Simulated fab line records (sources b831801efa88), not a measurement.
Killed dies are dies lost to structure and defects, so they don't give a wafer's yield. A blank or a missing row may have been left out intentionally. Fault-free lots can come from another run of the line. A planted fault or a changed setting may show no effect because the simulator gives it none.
fab line records	flow gf180mcu
record: lots: 13	wafers: 39	last_day: 34
route steps=602 shown LVPWELL@62 V2@397 M4@458
lots that met no fault: from a run of the same line without faults
start_h: hours from the record's opening day to when the first of the lot's shown wafers began	wait_h: hours from the lot's prior step to this one	" repeats the value in the row above	L1.1+2: a row that stands for several wafers	- no value, or no start was given	* or withheld: withheld	< > ~ a bound
route shown NAME@n: a module of which the file shows steps, and the number in the route of the first	usual: mean and standard deviation over wafers with no fault	same: alike in all rows	chamber/n: place in a boat	sites: readings site by site	_std_site: standard deviation across them	_edge_site: mean of outer sites minus mean of inner sites	radius_mm: how far each site lies from the wafer's centre	mask NAME#n: copy n	behind: the last tool/chamber to shape the wafer	hold: reason for holding the lot/hours on hold/outcome of the hold	device: which transistor (n, p or np) failed to switch	end of line: the route-end tests of the same wafers	for a step that has no rows: nothing shown but its recipe	killed: the dies lost at the first sort to structure and to defects; this is not the yield of the wafer	map: dies across one wafer; x = killed, . = not, _ = none there
set.NAME: the setting the step ran with; set.NAME@STEP: the setting that earlier step ran with	model.NAME: the simulator's own value behind a step, which no gauge read
route steps across a sampled set of lots; one table per step, one row per wafer
services: the hour from which a tool's chamber was out of use, counted from the record's first day as start_h (under 0 if before that day), plus the number of hours and why
== steps ==
step: GF_LVPWELL_IMPLANT_08
recipe: species: B	energy_kev: 170	dose_cm2: 1.5e+13	tilt_deg: 0
usual: beam_on_s: 10.01/0.21	faraday_current_uA: 84.5/1.8
lot.wafer	tool	chamber	start_h	wait_h	beam_on_s	faraday_current_uA
L746.1	implanter-01	0	76.97	0.0	10.09	84.0
L746.5	"	0	"	"	9.99	84.8
L746.6	"	0	"	"	10.09	83.4
L747.1	implanter-01	0	81.07	0.0	10.09	83.8
L747.4	"	0	"	"	9.96	84.7
L747.6	"	0	"	"	10.16	83.2
L749.1	implanter-01	0	95.07	0.0	10.25	82.5
L749.2	"	0	"	"	9.70	86.7
L749.3	"	0	"	"	10.09	84.1
L751.2	implanter-01	0	101.27	0.0	10.08	84.3
L751.3	"	0	"	"	10.14	83.4
L751.4	"	0	"	"	10.10	83.2
L752.1	implanter-03	0	107.72	0.0	9.69	86.8
L752.5	"	0	"	"	10.13	83.1
L752.6	"	0	"	"	9.98	84.9
L753.1	implanter-03	0	114.12	0.0	9.83	86.0
L753.3	"	0	"	"	9.63	87.5
L753.5	"	0	"	"	10.12	83.3
L757.1	implanter-02	0	147.33	0.0	9.67	87.1
L757.4	"	0	"	"	10.29	81.7
L757.6	"	0	"	"	10.05	84.0
L758.1	implanter-01	0	154.43	0.0	11.86	71.2
L758.4	"	0	"	"	11.63	72.3
L758.6	"	0	"	"	11.78	72.1
L760.2	implanter-01	0	161.50	0.0	12.00	70.4
L760.4	"	0	"	"	11.30	74.6
L760.6	"	0	"	"	12.07	70.1
L762.2	implanter-02	0	173.50	0.0	9.91	85.8
L762.5	"	0	"	"	9.55	88.0
L762.6	"	0	"	"	9.84	86.0
L765.1	implanter-03	0	182.07	0.0	9.84	86.0
L765.2	"	0	"	"	10.19	82.8
L765.6	"	0	"	"	10.20	82.8
L767.3	implanter-02	0	196.79	0.1	9.83	86.1
L767.5	"	0	"	"	10.19	82.7
L767.6	"	0	"	"	10.19	82.9
L768.1	implanter-02	0	200.19	0.0	10.13	83.2
L768.4	"	0	"	"	10.06	84.6
L768.6	"	0	"	"	10.51	79.9
step: GF_LVPWELL_TW_MEAS_11
usual: LVPWELL_TW: 562/5.8
lot.wafer	tool	chamber	start_h	wait_h	LVPWELL_TW
L746.1	film_metro-03	-	77.37	0.1	558
L746.5	"	-	"	"	558
L746.6	"	-	"	"	559
L747.1	film_metro-03	-	81.47	0.1	559
L747.4	"	-	"	"	561
L747.6	"	-	"	"	560
L749.1	film_metro-02	-	95.47	0.1	556
L749.2	"	-	"	"	556
L749.3	"	-	"	"	556
L751.2	film_metro-03	-	101.65	0.1	565
L751.3	"	-	"	"	566
L751.4	"	-	"	"	563
L752.1	film_metro-03	-	108.12	0.1	564
L752.5	"	-	"	"	566
L752.6	"	-	"	"	568
L753.1	film_metro-01	-	114.52	0.1	565
L753.3	"	-	"	"	567
L753.5	"	-	"	"	564
L757.1	film_metro-01	-	147.73	0.1	566
L757.4	"	-	"	"	572
L757.6	"	-	"	"	568
L758.1	film_metro-02	-	154.83	0.1	579
L758.4	"	-	"	"	577
L758.6	"	-	"	"	577
L760.2	film_metro-02	-	161.88	0.1	574
L760.4	"	-	"	"	576
L760.6	"	-	"	"	576
L762.2	film_metro-01	-	173.88	0.1	562
L762.5	"	-	"	"	562
L762.6	"	-	"	"	565
L765.1	film_metro-01	-	182.47	0.1	568
L765.2	"	-	"	"	563
L765.6	"	-	"	"	563
L767.3	film_metro-03	-	197.16	0.1	565
L767.5	"	-	"	"	563
L767.6	"	-	"	"	562
L768.1	film_metro-02	-	200.59	0.1	554
L768.4	"	-	"	"	556
L768.6	"	-	"	"	553
step: GF_VT_IMPLANT_RS_MEAS_48
recipe: thk_meas_gauge: four-point-probe
usual: LVPWELL_RS: 1198/3.9
lot.wafer	tool	chamber	start_h	wait_h	LVPWELL_RS[ohm/sq]
L746.1	film_metro-03	-	165.54	0.1	1192
L746.5	"	-	"	"	1193
L746.6	"	-	"	"	1192
L747.1	film_metro-03	-	170.03	0.1	1192
L747.4	"	-	"	"	1189
L747.6	"	-	"	"	1194
L749.1	film_metro-03	-	187.39	0.1	1190
L749.2	"	-	"	"	1191
L749.3	"	-	"	"	1195
L751.2	film_metro-02	-	194.31	0.1	1200
L751.3	"	-	"	"	1197
L751.4	"	-	"	"	1197
L752.1	film_metro-02	-	202.83	0.1	1202
L752.5	"	-	"	"	1199
L752.6	"	-	"	"	1194
L753.1	film_metro-03	-	211.69	0.1	1198
L753.3	"	-	"	"	1198
L753.5	"	-	"	"	1195
L757.1	film_metro-01	-	253.49	0.1	1200
L757.4	"	-	"	"	1200
L757.6	"	-	"	"	1200
L758.1	film_metro-02	-	262.08	0.1	1102
L758.4	"	-	"	"	1107
L758.6	"	-	"	"	1103
L760.2	film_metro-02	-	268.35	0.1	1109
L760.4	"	-	"	"	1108
L760.6	"	-	"	"	1105
L762.2	film_metro-02	-	284.86	0.1	1199
L762.5	"	-	"	"	1203
L762.6	"	-	"	"	1206
L765.1	film_metro-03	-	294.53	0.1	1194
L765.2	"	-	"	"	1197
L765.6	"	-	"	"	1197
L767.3	film_metro-02	-	310.58	0.1	1202
L767.5	"	-	"	"	1196
L767.6	"	-	"	"	1200
L768.1	film_metro-01	-	316.03	0.1	1194
L768.4	"	-	"	"	1195
L768.6	"	-	"	"	1196
step: GF_V2_OVL_MEAS_15
usual: V2_OVL: -2/5.2
lot.wafer	tool	chamber	start_h	wait_h	V2_OVL[nm]
L746.1	overlay-02	-	470.85	0.1	0
L746.5	"	-	"	"	1
L746.6	"	-	"	"	12
L747.1	overlay-02	-	479.67	0.1	-1
L747.4	"	-	"	"	-9
L747.6	"	-	"	"	-5
L749.1	overlay-01	-	503.82	0.1	-3
L749.2	"	-	"	"	-2
L749.3	"	-	"	"	-11
L751.2	overlay-02	-	516.27	0.1	-2
L751.3	"	-	"	"	-5
L751.4	"	-	"	"	-5
L752.1	overlay-01	-	526.20	0.1	7
L752.5	"	-	"	"	11
L752.6	"	-	"	"	-3
L753.1	overlay-02	-	536.12	0.1	-3
L753.3	"	-	"	"	2
L753.5	"	-	"	"	3
L757.1	overlay-01	-	589.67	0.1	9
L757.4	"	-	"	"	-3
L757.6	"	-	"	"	-3
L758.1	overlay-01	-	598.05	0.1	4
L758.4	"	-	"	"	-6
L758.6	"	-	"	"	-1
L760.2	overlay-01	-	604.55	0.1	-2
L760.4	"	-	"	"	-5
L760.6	"	-	"	"	-5
L762.2	overlay-02	-	625.02	0.1	-12
L762.5	"	-	"	"	-6
L762.6	"	-	"	"	-6
L765.1	overlay-01	-	630.15	0.1	6
L765.2	"	-	"	"	0
L765.6	"	-	"	"	-4
L767.3	overlay-01	-	649.46	0.1	-6
L767.5	"	-	"	"	-10
L767.6	"	-	"	"	-3
L768.1	overlay-02	-	651.96	0.1	-10
L768.4	"	-	"	"	-6
L768.6	"	-	"	"	0
step: GF_M4_SPUTTER_02
recipe: material: AlCu	target_thk_nm: 450	power_w: 10600	time_s: 23.9	chamber_pressure_pa: 0.4
usual: throttle_valve_pct: 30.7/1
lot.wafer	tool	chamber	start_h	wait_h	throttle_valve_pct
L746.1	pvd_sputter-02	-	523.30	0.0	30.7
L746.5	"	-	"	"	30.5
L746.6	"	-	"	"	31.0
L747.1	pvd_sputter-03	-	530.44	0.0	30.1
L747.4	"	-	"	"	32.1
L747.6	"	-	"	"	32.0
L749.1	pvd_sputter-01	-	553.92	0.0	30.4
L749.2	"	-	"	"	30.9
L749.3	"	-	"	"	29.1
L751.2	pvd_sputter-03	-	565.38	0.0	32.5
L751.3	"	-	"	"	32.0
L751.4	"	-	"	"	32.1
L752.1	pvd_sputter-03	-	575.28	0.0	32.0
L752.5	"	-	"	"	30.6
L752.6	"	-	"	"	31.9
L753.1	pvd_sputter-01	-	585.89	0.0	30.7
L753.3	"	-	"	"	29.1
L753.5	"	-	"	"	30.4
L757.1	pvd_sputter-02	-	636.66	0.0	30.7
L757.4	"	-	"	"	31.0
L757.6	"	-	"	"	30.7
L758.1	pvd_sputter-02	-	643.23	0.0	30.5
L758.4	"	-	"	"	30.8
L758.6	"	-	"	"	30.2
L760.2	pvd_sputter-02	-	649.28	0.0	30.7
L760.4	"	-	"	"	30.7
L760.6	"	-	"	"	30.6
L762.2	pvd_sputter-03	-	669.75	0.0	30.0
L762.5	"	-	"	"	31.8
L762.6	"	-	"	"	30.1
L765.1	pvd_sputter-03	-	675.32	0.0	32.0
L765.2	"	-	"	"	30.4
L765.6	"	-	"	"	30.3
L767.3	pvd_sputter-03	-	693.04	0.0	29.8
L767.5	"	-	"	"	32.0
L767.6	"	-	"	"	32.3
L768.1	pvd_sputter-03	-	695.97	0.0	29.9
L768.4	"	-	"	"	30.5
L768.6	"	-	"	"	32.0
step: GF_M4_SPUTTER_04
recipe: material: TiN	target_thk_nm: 50	power_w: 6500	time_s: 41.7	chamber_pressure_pa: 0.4
usual: throttle_valve_pct: 30.8/1
lot.wafer	tool	chamber	start_h	wait_h	throttle_valve_pct
L746.1	pvd_sputter-02	-	523.35	0.0	30.6
L746.5	"	-	"	"	30.5
L746.6	"	-	"	"	30.8
L747.1	pvd_sputter-03	-	530.49	0.0	30.1
L747.4	"	-	"	"	32.4
L747.6	"	-	"	"	32.1
L749.1	pvd_sputter-01	-	553.97	0.0	30.3
L749.2	"	-	"	"	30.9
L749.3	"	-	"	"	29.1
L751.2	pvd_sputter-03	-	565.43	0.0	32.2
L751.3	"	-	"	"	32.4
L751.4	"	-	"	"	32.0
L752.1	pvd_sputter-03	-	575.33	0.0	32.0
L752.5	"	-	"	"	30.8
L752.6	"	-	"	"	32.2
L753.1	pvd_sputter-01	-	585.94	0.0	30.6
L753.3	"	-	"	"	28.9
L753.5	"	-	"	"	30.3
L757.1	pvd_sputter-02	-	636.71	0.0	30.6
L757.4	"	-	"	"	30.9
L757.6	"	-	"	"	30.8
L758.1	pvd_sputter-02	-	643.28	0.0	30.7
L758.4	"	-	"	"	30.9
L758.6	"	-	"	"	30.1
L760.2	pvd_sputter-02	-	649.33	0.0	30.9
L760.4	"	-	"	"	30.3
L760.6	"	-	"	"	30.8
L762.2	pvd_sputter-03	-	669.80	0.0	30.0
L762.5	"	-	"	"	32.0
L762.6	"	-	"	"	30.1
L765.1	pvd_sputter-03	-	675.37	0.0	32.1
L765.2	"	-	"	"	30.4
L765.6	"	-	"	"	30.4
L767.3	pvd_sputter-03	-	693.09	0.0	30.1
L767.5	"	-	"	"	32.0
L767.6	"	-	"	"	32.3
L768.1	pvd_sputter-03	-	696.02	0.0	29.9
L768.4	"	-	"	"	30.4
L768.6	"	-	"	"	32.3
== services ==
tool	chamber	start_h	hours	kind
pvd_sputter-02	-	76.79	2.2	repair
implanter-02	-	88.53	3.1	repair
pvd_sputter-03	-	123.96	6.7	repair
pvd_sputter-02	-	133.32	12.0	repair
implanter-02	-	150.90	3.8	pm
pvd_sputter-01	-	212.03	3.3	repair
pvd_sputter-01	-	215.63	2.2	repair
pvd_sputter-03	-	252.01	5.5	repair
pvd_sputter-01	-	252.31	10.1	repair
implanter-01	-	278.70	2.4	pm
implanter-02	-	307.29	0.6	repair
pvd_sputter-03	-	320.74	7.0	repair
implanter-02	-	324.09	18.7	repair
pvd_sputter-01	-	333.52	4.7	repair
pvd_sputter-03	-	333.66	3.5	repair
pvd_sputter-02	-	364.91	4.7	repair
pvd_sputter-02	-	368.80	2.5	repair
pvd_sputter-02	-	377.14	0.6	repair
pvd_sputter-03	-	392.86	7.4	repair
implanter-01	-	425.90	1.1	repair
implanter-01	-	465.17	2.1	repair
implanter-01	-	524.71	5.3	pm
pvd_sputter-02	-	556.04	0.9	repair
implanter-01	-	596.61	0.8	repair
== key ==
first_sign: step: GF_LVPWELL_IMPLANT_08	reading: beam_on_s	direction: up	sigmas: 8.4	usual: 10.01	struck: 11.77
effect: step: GF_LVPWELL_IMPLANT_08	reading: faraday_current_uA	direction: down	sigmas: 7.2	usual: 84.5	struck: 71.8
effect: step: GF_LVPWELL_TW_MEAS_11	reading: LVPWELL_TW	direction: up	sigmas: 2.5	usual: 562	struck: 576
effect: step: GF_VT_IMPLANT_RS_MEAS_48	reading: LVPWELL_RS	direction: down	sigmas: 24	usual: 1198	struck: 1106
met_at GF_LVPWELL_IMPLANT_08
struck_lots L758,L760
tester_left_out L758,L760
not_acting_at GF_V2_OVL_MEAS_15,GF_M4_SPUTTER_02,GF_M4_SPUTTER_04
onset_between 101.27 154.43
fault: kind: process_parameter_drift	tool: implanter-01	chamber: -	onset_h: 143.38	steps: GF_LVPWELL_IMPLANT_08	channel: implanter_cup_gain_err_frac	offset: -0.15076	shape: step	end_h: 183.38
tester_left_out: of these lots the tester's yield and bins aren't shown, on N5 and GAA mostly nor the transistor test; their killed dies are dies lost to structure and defects alone, not to doping, threshold or leakage, so they don't give the yield
